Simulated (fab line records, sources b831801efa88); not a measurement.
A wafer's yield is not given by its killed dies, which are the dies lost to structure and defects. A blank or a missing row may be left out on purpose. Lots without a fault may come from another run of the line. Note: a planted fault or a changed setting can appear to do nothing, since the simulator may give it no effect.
Comparing a struck lot with a sound one | flow sky130 | 16 out of 708 route steps
Sound: these wafers, L668.1, L668.2, L668.3. Struck: wafer L678.1 (left out: L678.4, L678.6 of the same lot, which were not struck); the cause appears at the end.
For every step that has rows: the tool of each side, followed by ch and its chambers, followed by its first start. Under that, the readings that differ: sound wafers | struck wafers | difference of the means | sigmas: that difference in standard deviations of wafers without a fault.
alike: same words and numbers on both sides, and readings whose means sit less than 2 such deviations apart. not compared: any withheld reading, any reading some wafer has no value for, any bound like >300 that may hide the same value, and any number with overlapping values for which the record gives no deviation.
Wherever a step has rows on one side only, a row that says differs or no value, or a row with sigmas, the two part there. Numbers that don't overlap but have no deviation are shown without sigmas and don't part them. Lack of a reading on every wafer of one side parts them only where that side has two or more wafers.

SKY_LI_CONTACT_BOW_MEAS_03:
  sound on filmMetro-02, day 29 08:46; struck on filmMetro-03, day 32 19:04
  alike: LI_CONTACT_BOW
then, 8 steps without rows for these wafers: SKY_LI_CONTACT_DEHYDRATE_04 (time 60 s); SKY_LI_CONTACT_HMDS_05 (prime time 60 s); SKY_LI_CONTACT_COAT_06 (resist thk 60 nm); SKY_LI_CONTACT_COAT_07 (resist thk 450 nm); SKY_LI_CONTACT_SOFTBAKE_08 (time 90 s); SKY_LI_CONTACT_EXPOSE_09 (exposes mask LICM1, target cd 170 nm); SKY_LI_CONTACT_PEB_10; SKY_LI_CONTACT_DEVELOP_11 (develop time 60 s).
SKY_LI_CONTACT_CD_MEAS_12: target cd 170 nm.
  sound on cdSem-02, day 30 12:32; struck on cdSem-02, day 33 21:14
  alike: cdNm
SKY_LI_CONTACT_OVL_MEAS_13:
  sound on overlay-02, day 30 12:40; struck on overlay-02, day 33 21:22
reading             | sound    | struck | difference | sigmas
LI_CONTACT_OVL (nm) | -2 -3 -3 | -15    | -12        | -2
SKY_LI_CONTACT_ETCH_14: etches BARC in N2/H2, stops on SiO2, time 45.9 s, target depth 60 nm.
  sound on rieDiel-04 ch 0,2,3, day 30 12:42; struck on rieDiel-01 ch 0, day 33 21:24
  alike: drypumpMotorCurrentA, oesProductAu, throttleValvePct
  not compared: rfHoursCounterH
SKY_LI_CONTACT_ETCH_15: etches PSG in C4F8/O2/Ar, stops on Si, target depth 600 nm.
  sound on rieDiel-04 ch 0,2,3, day 30 12:44; struck on rieDiel-01 ch 0, day 33 21:26
reading                                          | sound             | struck | difference | sigmas
model.KrF-thick_of_LI_CONTACT_COAT_07.thkNm (nm) | 229.5 227.2 230.6 | 270.4  | +41.3      | 
  alike: oesProductAu
SKY_LI_CONTACT_STRIP_16: strips in O2/N2.
  sound on plasmaAsher-04 ch 0,1, day 30 12:50; struck on plasmaAsher-04 ch 0, day 33 21:32
reading                  | sound             | struck | difference | sigmas
oesProductAu (a.u.)      | 0.378 0.373 0.374 | 0.394  | +0.019     | +4
stripTimeToEndpointS (s) | 3.48 3.44 3.48    | 3.90   | +0.43      | +14
  alike: drypumpMotorCurrentA
  not compared: rfHoursCounterH
then, 1 step without rows for these wafers: SKY_LI_CONTACT_CLEAN_17 (cleans in NMP, time 600 s).
-- here the record skips 15 days between the struck wafers' starts before and after, leaving off in module LI_CONTACT and picking up in module PAD_OPEN (first step shown: number 708 of the route) --
SKY_PAD_OPEN_PROBE_99:
  sound on prober-01, day 46 15:16; struck on prober-02, day 49 03:53
reading                             | sound             | struck | difference | sigmas
model.etest.pfet_01v8.rOnOhmUm      | 2950 2904 2901    | 3076   | +158       | 
model.etest.liconPdiff.rcOhm        | 578.3 585.6 588.9 | 726.2  | +141.9     | 
model.etest.nfetG5v0d10v5.rOnOhmUm  | 1930 1934 1938    | 1958   | +24        | 
model.etest.nfet_01v8.rOnOhmUm      | 832.1 828.5 826.1 | 897.4  | +68.5      | 
model.etest.liconNdiff.rcOhm        | 181.8 194.9 180   | 248.4  | +62.8      | 
model.etest.liconHighPo.rcOhm       | 348.1 366.7 350.9 | 416.5  | +61.3      | 
model.etest.sonosUncharged.rOnOhmUm | 817.8 810.2 813.6 | 854.2  | +40.3      | 
  not compared: model.etest.pfetG5v0d10v5.rOnOhmUm

== WHERE THEY PART ==
Earliest at SKY_LI_CONTACT_OVL_MEAS_13; latest, in this record, at SKY_LI_CONTACT_STRIP_16.

WHY: whatever the simulator had introduced
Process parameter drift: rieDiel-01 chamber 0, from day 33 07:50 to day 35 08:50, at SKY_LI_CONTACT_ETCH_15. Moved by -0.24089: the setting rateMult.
